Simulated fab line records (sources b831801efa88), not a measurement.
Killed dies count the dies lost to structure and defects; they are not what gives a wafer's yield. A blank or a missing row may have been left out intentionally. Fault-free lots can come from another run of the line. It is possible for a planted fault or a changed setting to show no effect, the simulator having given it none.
Commonality check across tools | flow gf180mcu | 11 lots, 33 wafers sampled

## REASON IT WAS OPENED
At GF_PSD_TW_MEAS_11 the reading PSD_TW is flagged on 2 of 11 lots. Wafers without a fault read 3160, standard deviation 20.
Rule: a lot is flagged when every wafer of it that has a number lies more than 4 standard deviations from that mean, or none has a number. As for the other lots, they are considered sound.

lot  | measured     | on            | PSD_TW, wafer by wafer | flag
L338 | day 14 14:59 | film-metro-04 | 3156 3150 3137         |
L340 | day 15 06:56 | film-metro-03 | 3196 3208 3211         |
L341 | day 15 17:40 | film-metro-01 | 3137 3128 3147         |
L343 | day 16 08:39 | film-metro-04 | 3167 3173 3167         |
L344 | day 16 19:24 | film-metro-04 | 2848 2867 2867         | FLAGGED
L346 | day 17 10:16 | film-metro-04 | 2824 2821 2831         | FLAGGED
L353 | day 20 03:50 | film-metro-04 | 3171 3156 3156         |
L354 | day 20 08:39 | film-metro-01 | 3174 3165 3177         |
L355 | day 20 23:49 | film-metro-04 | 3164 3168 3167         |
L358 | day 21 17:35 | film-metro-04 | 3153 3151 3155         |
L360 | day 22 14:06 | film-metro-04 | 3142 3180 3166         |
The numbers of the flagged lots are 2843 on average: -317 against the usual, or -16 standard deviations.

## EACH LOT AND THE TOOL IT RAN ON
Before the reading, the record contains 3 process steps out of a 602-step route. Each cell gives the tool, then ch followed by the chambers the sampled wafers passed through, then the start.
lot  | flag    | GF_STI_STRIP_15                     | GF_PSD_IMPLANT_09               | GF_PSD_STRIP_10
L338 |         | plasma-asher-02 ch 0, day 2 08:01   | implanter-04 ch 0, day 14 14:45 | plasma-asher-02 ch 0,1, day 14 14:53
L340 |         | plasma-asher-01 ch 0,1, day 2 16:13 | implanter-02 ch 0, day 15 06:41 | plasma-asher-02 ch 0,1, day 15 06:50
L341 |         | plasma-asher-04 ch 0,1, day 2 22:43 | implanter-02 ch 0, day 15 17:26 | plasma-asher-02 ch 0,1, day 15 17:33
L343 |         | plasma-asher-04 ch 0,1, day 3 09:07 | implanter-02 ch 0, day 16 08:24 | plasma-asher-01 ch 0,1, day 16 08:33
L344 | FLAGGED | plasma-asher-04 ch 0,1, day 3 14:22 | implanter-02 ch 0, day 16 19:09 | plasma-asher-03 ch 0,1, day 16 19:18
L346 | FLAGGED | plasma-asher-01 ch 0,1, day 4 00:10 | implanter-02 ch 0, day 17 10:02 | plasma-asher-03 ch 0, day 17 10:09
L353 |         | plasma-asher-02 ch 0,1, day 5 12:52 | implanter-03 ch 0, day 20 03:35 | plasma-asher-01 ch 0,1, day 20 03:43
L354 |         | plasma-asher-02 ch 0,1, day 5 16:49 | implanter-04 ch 0, day 20 08:24 | plasma-asher-01 ch 0,1, day 20 08:33
L355 |         | plasma-asher-02 ch 0,1, day 5 23:45 | implanter-04 ch 0, day 20 23:36 | plasma-asher-01 ch 0,1, day 20 23:44
L358 |         | plasma-asher-01 ch 0,1, day 6 14:07 | implanter-02 ch 0, day 21 17:20 | plasma-asher-02 ch 0,1, day 21 17:29
L360 |         | plasma-asher-01 ch 0,1, day 7 01:04 | implanter-03 ch 0, day 22 13:51 | plasma-asher-03 ch 0,1, day 22 14:00
What is done by these steps:
- GF_STI_STRIP_15: strips in O2/N2.
- GF_PSD_IMPLANT_09
- GF_PSD_STRIP_10: strips in O2/N2.
- GF_PSD_TW_MEAS_11

## FLAGGED OVER TOTAL, TOOL BY TOOL (the gauges that took the reading come last)
step              | tool            | lots run | flagged | share of the flagged lots | sound lots run after its first flagged lot
GF_STI_STRIP_15   | plasma-asher-01 | 4        | 1       | some                      | 2 (L358,L360)
GF_STI_STRIP_15   | plasma-asher-02 | 4        | 0       | none                      | -
GF_STI_STRIP_15   | plasma-asher-04 | 3        | 1       | some                      | 0
GF_PSD_IMPLANT_09 | implanter-02    | 6        | 2       | all                       | 1 (L358)
GF_PSD_IMPLANT_09 | implanter-03    | 2        | 0       | none                      | -
GF_PSD_IMPLANT_09 | implanter-04    | 3        | 0       | none                      | -
GF_PSD_STRIP_10   | plasma-asher-01 | 4        | 0       | none                      | -
GF_PSD_STRIP_10   | plasma-asher-02 | 4        | 0       | none                      | -
GF_PSD_STRIP_10   | plasma-asher-03 | 3        | 2       | all                       | 1 (L360)
GF_PSD_TW_MEAS_11 | film-metro-01   | 2        | 0       | none                      | -
GF_PSD_TW_MEAS_11 | film-metro-03   | 1        | 0       | none                      | -
GF_PSD_TW_MEAS_11 | film-metro-04   | 8        | 2       | all                       | 4 (L353,L355,L358,L360)

## WHAT THE TABLE PERMITS
In the table, 3 rows ran each flagged lot (implanter-02 at GF_PSD_IMPLANT_09; plasma-asher-03 at GF_PSD_STRIP_10; film-metro-04 at GF_PSD_TW_MEAS_11).
- implanter-02 at GF_PSD_IMPLANT_09: 2 of its 6 lots flagged. After the first flagged lot (L358), sound lots still ran on it; a lasting fault on the whole tool would not permit that. Its own readings lie more than 4 standard deviations out on every wafer of the flagged lots: dose-ions-cm2, faraday-current-uA.
- plasma-asher-03 at GF_PSD_STRIP_10: 2 of its 3 lots flagged. After the first flagged lot (L360), sound lots still ran on it; a lasting fault on the whole tool would not permit that. Its own readings lie more than 4 standard deviations out on every wafer of the flagged lots: oes-product-au, strip-time-to-endpoint-s.
- film-metro-04 at GF_PSD_TW_MEAS_11: 2 of its 8 lots flagged. After the first flagged lot (L353, L355, L358, L360), sound lots still ran on it; a lasting fault on the whole tool would not permit that.
Not one row of the table ran every flagged lot while running no sound lot after the first.

## WHAT WAS PUT IN BY THE SIMULATOR
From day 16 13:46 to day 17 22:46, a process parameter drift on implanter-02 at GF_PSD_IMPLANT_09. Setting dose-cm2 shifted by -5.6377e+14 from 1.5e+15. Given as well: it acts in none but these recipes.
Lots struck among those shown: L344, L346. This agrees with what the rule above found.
